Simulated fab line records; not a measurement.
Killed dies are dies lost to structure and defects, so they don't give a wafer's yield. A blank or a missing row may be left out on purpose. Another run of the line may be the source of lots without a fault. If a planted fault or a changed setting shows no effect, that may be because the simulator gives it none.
2 desks looking at one fault / flow gf180mcu / every desk sees just its own numbers, and what lay behind them comes last

TOOL OWNER'S DESK, pvd_sputter-01
The tool's own readings at GF_MIM_SPUTTER_04 (material TiN, target thk 50 nm, time 41.7 s): means of the sampled wafers that have a number, for each lot that ran on this tool. The brackets show how far a lot's mean lies from the usual mean; more than 4 standard deviations puts the lot out of limits, marked OUT.
Columns: A = throttle_valve_pct at GF_MIM_SPUTTER_04, usual 30.6 %
lot=L341; first seen here=day 26 17:49; A=31.3
lot=L343; first seen here=day 27 00:35; A=31.2
lot=L345; first seen here=day 27 19:56; A=31.2
lot=L356; first seen here=day 30 15:38; A=30.7
lot=L357; first seen here=day 31 01:50; A=31.8
Finding of this desk: none of the 5 lots has anything out of limits.

FROM THE METROLOGY DESK
Means of the sampled wafers that have a number, per lot and without regard to the tool the lot ran on: this is what the gauges read. The brackets show how far a lot's mean lies from the usual mean; more than 4 standard deviations puts the lot out of limits, marked OUT.
Columns: A = V4_W_RS at GF_V4_RS_MEAS_24, usual 0.327 ohm/sq; B = V4_W_THK at GF_V4_THK_MEAS_25, usual 358 nm; C = MIM_CVD_05_THK at GF_MIM_THK_MEAS_06, usual 42.0 nm; D = MIM_ALCU_RS at GF_MIM_RS_MEAS_10, usual 0.1605 ohm/sq; E = MIM_ALCU_THK at GF_MIM_THK_MEAS_11, usual 200.8 nm; F = cd_nm at GF_M5_CD_MEAS_07, usual 280.0 nm; G = M5_OVL at GF_M5_OVL_MEAS_08, usual -5 nm
lot=L341; first seen here=day 26 17:10; A=0.326; B=356; C=41.9; D=0.1619; E=198.3; F=281.6; G=-6
lot=L343; first seen here=day 26 23:56; A=0.333; B=357; C=42.0; D=0.1602; E=199.7; F=279.1; G=-3
lot=L345; first seen here=day 27 19:17; A=0.331; B=357; C=41.9; D=0.1618; E=198.1; F=278.9; G=-6
lot=L353; first seen here=day 30 05:42; A=0.326; B=355; C=42.1; D=0.1604; E=201.3; F=280.2; G=-5
lot=L356; first seen here=day 30 14:58; A=0.320; B=362; C=41.7; D=0.1616; E=200.0; F=279.7; G=3
lot=L357; first seen here=day 31 01:11; A=0.329; B=352; C=41.5; D=0.1621; E=198.7; F=280.7; G=-12
Finding of this desk: none of the 6 lots has anything out of limits.

TAKEN TOGETHER
Nothing out of limits was seen by the tool owner's desk.
The metrology desk saw nothing out of limits.

WHAT THE SIMULATOR HAD INSERTED
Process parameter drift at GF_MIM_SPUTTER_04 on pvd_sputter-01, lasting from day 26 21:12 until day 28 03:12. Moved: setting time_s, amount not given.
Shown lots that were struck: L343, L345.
